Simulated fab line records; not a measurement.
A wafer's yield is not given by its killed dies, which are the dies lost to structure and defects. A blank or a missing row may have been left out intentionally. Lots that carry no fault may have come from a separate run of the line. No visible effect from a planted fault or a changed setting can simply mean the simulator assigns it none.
Problem report, 8D (eight disciplines) form, completed by code    flow gf180mcu    the parts of the form that need people (team, actions taken, sign-off) are left out

== 1. THE ISSUE ==
Mean V5_CVD_02_THK at GF_V5_THK_MEAS_03: 1116 nm over 3 wafers in 2 lots; fault-free wafers: 1455 nm, standard deviation 19. That puts it -18 standard deviations away from the usual mean.
First observed at day 27 20:25: wafer L883.4, on film_metro-04. Wafers with a number at this step in the record: 39, from 13 lots. The rule behind "out" and "out of limits": a value lying over 4 standard deviations away from the usual mean. All remaining wafers that have a number are taken as sound.

== 2. WHAT IT IS; WHAT IT IS NOT ==
question                     is                            is not
which readings at this step  V5_CVD_02_THK                 -
which lots                   L883, L884                    L879, L880, L881, L892, L896, L897, L898, L899, L900, L901, L902
which wafers of those lots   L883.4, L884.4, L884.5        L883.1, L883.6, L884.1
read on which gauges         film_metro-02, film_metro-04  film_metro-03
when                         from day 27 20:25             up to then (11 sound wafers); but 25 sound wafers of L884, L892, L896, L897, L898, L899, L900, L901, L902 came after

== 3. SUSPECTS, AND WHAT RULES EACH OUT ==
Counting: a tool at a process step up to the reading stays a suspect if it ran every lot that is out. Sound lots after the first of them don't rule it out here, since some wafers of a struck lot are sound.
- the gauge at GF_V5_THK_MEAS_03 has been ruled out. The wafers that are out were read on 2 gauges (film_metro-02, film_metro-04).
- pecvd-01 at GF_V5_CVD_02 (deposits SiO2 from TEOS, target thk 1450 nm, time 163.28 s): kept. Ran every lot that is out, first one L883 (day 27 20:19); last sound lot up to then L881 (day 26 23:31).
The count leaves pecvd-01 at GF_V5_CVD_02.

== 4. THE CAUSE (what the simulator had put in) ==
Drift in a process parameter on pecvd-01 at GF_V5_CVD_02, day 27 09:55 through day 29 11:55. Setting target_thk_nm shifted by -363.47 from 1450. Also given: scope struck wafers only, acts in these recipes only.
The count eliminated every tool but this one.

== 5. SEQUENCE OF EFFECTS, ordered by route ==
Rows list readings where the struck wafers' mean (over those with a number) sits beyond 3 standard deviations from the usual. Scope: only readings with a usual standard deviation given in the record; hours: median across lots of the time from each lot's start at the first step in this table that gives one to its start at this step; sigmas: change in usual standard deviations.
hours  step               reading        usual    on struck wafers  change  sigmas
0      GF_V5_THK_MEAS_03  V5_CVD_02_THK  1455 nm  1116              -339    -18
Later measuring or inspecting steps at which every struck wafer that the step has a row for has a number for every such reading, and none has moved that far: GF_V5_THK_MEAS_25, GF_PASSIVATION_BOW_MEAS_14.

== 6. HOW IT WOULD HAVE BEEN CAUGHT EARLIER ==
The first out-of-limits reading at a measuring or inspecting step in this record came at day 27 20:25, 11 hours after the fault's start at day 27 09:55.
Tool readings at GF_V5_CVD_02 with a usual standard deviation given in the record: none out on any struck wafer, hence no alarm at a limit of 4 standard deviations on them.
L884, from the lots that are out (2), started GF_V5_CVD_02 on pecvd-01 later than day 27 20:25. Putting the tool on hold at that point would have spared it.
